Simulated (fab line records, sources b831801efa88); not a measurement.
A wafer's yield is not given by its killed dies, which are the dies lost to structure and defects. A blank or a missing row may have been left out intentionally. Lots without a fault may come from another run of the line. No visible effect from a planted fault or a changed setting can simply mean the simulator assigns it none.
2 desks, one fault    flow gf180mcu    every desk sees just its own numbers, and what lay behind them comes last

AT THE METROLOGY DESK
Means of the sampled wafers that have a number, per lot and without regard to the tool the lot ran on: this is what the gauges read. The brackets show how far a lot's mean lies from the usual mean; more than 4 standard deviations puts the lot out of limits, marked OUT.
Columns: A = V2_OVL at GF_V2_OVL_MEAS_15, usual 0 nm; B = V2_W_RS at GF_V2_RS_MEAS_24, usual 0.329 ohm/sq; C = V2_W_THK at GF_V2_THK_MEAS_25, usual 338 nm
lot   first seen here  A   B      C
L716  day 22 01:55     8   0.335  333
L718  day 23 00:51     0   0.326  337
L719  day 23 07:10     -0  0.326  339
L720  day 23 13:43     -8  0.334  336
L732  day 27 07:33     -2  0.330  341
This desk found nothing out of limits on any of the 5 lots.

TOOL OWNER'S DESK, pvd-sputter-03
The tool's own readings at GF_M3_SPUTTER_00 (material Ti, target thk 37.5 nm, time 150 s): means of the sampled wafers that have a number, for each lot that ran on this tool. The brackets show how far a lot's mean lies from the usual mean; more than 4 standard deviations puts the lot out of limits, marked OUT.
Columns: A = cathode-dc-power-W at GF_M3_SPUTTER_00, usual 4000.1 W; B = throttle-valve-pct at GF_M3_SPUTTER_00, usual 30.2 %
lot   first seen here  A       B
L716  day 22 03:18     4000.5  30.0
L718  day 23 02:35     3999.3  29.9
L719  day 23 08:54     3999.9  30.1
This desk found nothing out of limits on any of the 3 lots.

TAKEN TOGETHER
At the metrology desk, nothing out of limits was observed.
The tool owner's desk saw nothing out of limits.

WHAT THE SIMULATOR HAD PUT IN
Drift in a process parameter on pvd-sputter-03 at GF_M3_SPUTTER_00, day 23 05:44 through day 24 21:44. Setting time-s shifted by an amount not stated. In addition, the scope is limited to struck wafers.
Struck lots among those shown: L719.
